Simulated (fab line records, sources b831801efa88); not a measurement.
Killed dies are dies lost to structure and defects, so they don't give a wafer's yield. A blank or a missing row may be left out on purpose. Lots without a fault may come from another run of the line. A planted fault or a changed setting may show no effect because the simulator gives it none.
fab line records | flow sfq_line
record lots=13 wafers=39 last_day=92
route steps=325 shown M5@205
lots that met no fault: from a run of the same line without faults
start_h: hours from the record's first day to the start of the lot's first wafer shown | wait_h: hours since the lot's step before | " the same as in the row above | L1.1+2: a row that stands for several wafers | - no value, or no start given | * or withheld: withheld | < > ~ a bound
route shown NAME@n: a module of which the file shows steps, and the number in the route of the first | usual: mean/standard deviation of fault-free wafers | same: alike in all rows | chamber/n: place in a boat | sites: the reading at each site | _std_site: their standard deviation | _edge_site: outer sites' mean less inner sites' | radius_mm: how far each site lies from the wafer's centre | mask NAME#n: copy n | behind: the tool/chamber that last shaped the wafer | hold: why the lot was held/for how many hours/how that ended | device: the transistor (n, p or np) that didn't switch | end of line: the same wafers' tests at the end of the route | a step without rows: its recipe alone | killed: dies lost to structure and defects at the first sort, not the wafer's yield | map: a wafer's dies, x killed, . not, _ none there
set.NAME: the setting as run; set.NAME@STEP: as run at that earlier step | model.NAME: the simulator's own value behind a step, which no gauge read
steps of the route over a sample of lots; a table a step, a row a wafer
services: from which hour (start_h, from the record's first day; less than 0 if before it) a tool's chamber was out of use, for how many hours, and why
## steps
# step SFQ_TRILAYER_M5_BARC_OPEN_METAL_ETCH_161
# recipe mask_material=PR chemistry=O2 target_depth_nm=125 target=BARC icp_w=600 bias_w=80 pressure_mtorr=10 time_s=41.7
# usual bias_w=80.04/0.25 drypump_motor_current_A=5.7/0.43 oes_product_au=0.685/0.0047
# columns lot.wafer tool chamber start_h wait_h bias_w drypump_motor_current_A oes_product_au rf_hours_counter_h
L816.4 rie_metal-03 1 1571.00 0.0 80.42 5.1 0.686 -
L816.5 " 1 " " 80.01 5.1 0.683 -
L816.6 " 0 " " 79.63 6.0 0.686 -
L817.1 rie_metal-02 0 1581.78 0.0 80.09 5.6 0.683 111
L817.2 " 1 " " 80.00 6.3 0.684 2
L817.5 " 1 " " 79.86 6.3 0.685 -
L819.1 rie_metal-04 1 1593.28 0.0 79.96 5.5 0.683 83
L819.2 " 0 " " 79.88 5.4 0.684 4
L819.5 " 1 " " 79.96 5.5 0.688 -
L822.1 rie_metal-03 1 1608.98 0.0 80.51 5.1 0.689 68
L822.3 " 0 " " 80.17 5.9 0.670 -
L822.5 " 1 " " 80.51 5.1 0.662 -
L827.1 rie_metal-02 1 1699.32 0.0 80.45 6.3 0.683 22
L827.3 " 1 " " 79.88 6.3 0.681 -
L827.4 " 1 " " 80.32 6.3 0.686 -
L828.1 rie_metal-02 1 1704.12 0.0 79.94 6.3 0.679 24
L828.3 " 1 " " 80.24 6.3 0.682 -
L828.6 " 1 " " 80.29 6.3 0.686 -
L829.3 rie_metal-02 1 1707.78 0.1 80.28 6.3 0.689 -
L829.4 " 1 " " 79.91 6.3 0.690 -
L829.6 " 1 " " 80.18 6.3 0.693 -
L831.1 rie_metal-03 1 1721.05 0.0 79.94 5.1 0.683 88
L831.3 " 0 " " 80.29 6.0 0.695 -
L831.5 " 0 " " 79.91 6.0 0.679 -
L832.1 rie_metal-02 0 1732.14 0.0 80.48 5.5 0.688 2
L832.5 " 0 " " 80.37 5.5 0.691 -
L832.6 " 1 " " 79.66 6.3 0.684 -
L833.1 rie_metal-02 0 1739.34 0.0 80.22 5.5 0.682 3
L833.2 " 1 " " 80.05 6.3 0.682 29
L833.5 " 0 " " 80.04 5.5 0.681 -
L834.3 rie_metal-02 0 1747.63 0.0 79.84 5.5 0.695 -
L834.4 " 1 " " 80.25 6.3 0.685 -
L834.5 " 0 " " 80.21 5.5 0.685 -
L836.3 rie_metal-02 0 1757.23 0.0 80.23 5.5 0.678 -
L836.4 " 1 " " 79.92 6.3 0.683 -
L836.6 " 1 " " 79.71 6.3 0.682 -
L839.1 rie_metal-04 0 1773.26 0.0 80.06 5.4 0.687 32
L839.2 " 1 " " 79.99 5.5 0.691 111
L839.6 " 0 " " 80.59 5.4 0.679 -
## services
# columns tool chamber start_h hours kind
rie_metal-02 - 1585.15 2.8 pm
rie_metal-03 - 1600.04 2.0 repair
rie_metal-02 1 1615.20 3.7 repair
rie_metal-03 - 1622.14 0.2 repair
rie_metal-04 - 1642.61 1.8 repair
rie_metal-04 - 1679.48 15.6 pm
rie_metal-02 0 1685.57 - clean
rie_metal-02 0 1685.57 - consumable_replace:focus_ring
rie_metal-02 0 1685.57 25.0 scheduled_down
rie_metal-02 0 1685.57 25.0 vent_cycle
## key
first_sign step=SFQ_TRILAYER_M5_BARC_OPEN_METAL_ETCH_161 reading=oes_product_au direction=down sigmas=4 usual=0.685 struck=0.666
effect none on later readings
met_at SFQ_TRILAYER_M5_BARC_OPEN_METAL_ETCH_161
struck_lots L822
struck_wafers L822.3,L822.5
onset_between 1571.00 1608.98
fault kind=process_parameter_drift tool=rie_metal-03 chamber=- onset_h=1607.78 steps=SFQ_TRILAYER_M5_BARC_OPEN_METAL_ETCH_161 channel=time_s offset=* shape=step end_h=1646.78 scope=struck_wafers_only acts_in=* stated=*
